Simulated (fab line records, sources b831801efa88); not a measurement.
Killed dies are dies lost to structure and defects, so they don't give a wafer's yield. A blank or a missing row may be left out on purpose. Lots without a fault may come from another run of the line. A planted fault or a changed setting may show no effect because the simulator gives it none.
Which tool did it? | flow gf180mcu | 12 lots, 36 wafers sampled, at 2 steps of a route of 602

WHAT THE GAUGES READ, wafer by wafer
GF_M2_OVL_MEAS_15.
lot  | measured     | on         | M2_OVL (nm)
L075 | day 20 05:02 | overlay-01 | -11 -9 -13
L077 | day 20 16:28 | overlay-01 | -2 0 5
L079 | day 21 06:44 | overlay-02 | -6 -3 -10
L081 | day 22 01:51 | overlay-02 | -9 -5 -13
L082 | day 22 22:17 | overlay-02 | 6 6 2
L085 | day 23 10:47 | overlay-02 | -1 1 0
L087 | day 24 06:49 | overlay-02 | 2 2 -4
L089 | day 24 19:51 | overlay-02 | 7 5 3
L091 | day 25 11:53 | overlay-02 | -11 -8 0
L093 | day 26 07:14 | overlay-02 | -3 0 -1
L095 | day 26 16:53 | overlay-02 | 1 -4 -4
L097 | day 27 00:04 | overlay-02 | -7 -13 -1

WHICH TOOL RAN EACH LOT (tool, then ch and the chambers of the sampled wafers, then the start)
lot  | GF_M2_SPUTTER_04
L075 | pvd_sputter-03, day 19 04:52
L077 | pvd_sputter-03, day 19 15:51
L079 | pvd_sputter-02, day 20 06:17
L081 | pvd_sputter-02, day 21 02:04
L082 | pvd_sputter-03, day 21 22:41
L085 | pvd_sputter-01, day 22 11:29
L087 | pvd_sputter-02, day 23 08:40
L089 | pvd_sputter-02, day 23 21:32
L091 | pvd_sputter-01, day 24 14:47
L093 | pvd_sputter-02, day 25 10:31
L095 | pvd_sputter-02, day 25 20:14
L097 | pvd_sputter-02, day 26 03:24
- GF_M2_SPUTTER_04: material TiN, target thk 50 nm, time 41.7 s.

THE ANSWER, worked out from the rows above alone
Rule: what is usual is taken from the lots themselves. Put in order of their means at a reading, lots are off if they are a third of the lots or fewer, leave a main group of 4 or more, and stand apart from it by a gap of 3 or more times the standard deviation of the main group's means; of several such gaps the widest counts. A main group whose means are all the same, to the digits that the tables above print for the reading, isn't used. A lot without any number at a reading at which 4 lots or more have one is off too. The other lots that the step has rows for count as sound.
No lot is off at any reading shown: from this, nothing can be told.

WHAT THE SIMULATOR HAD PUT IN
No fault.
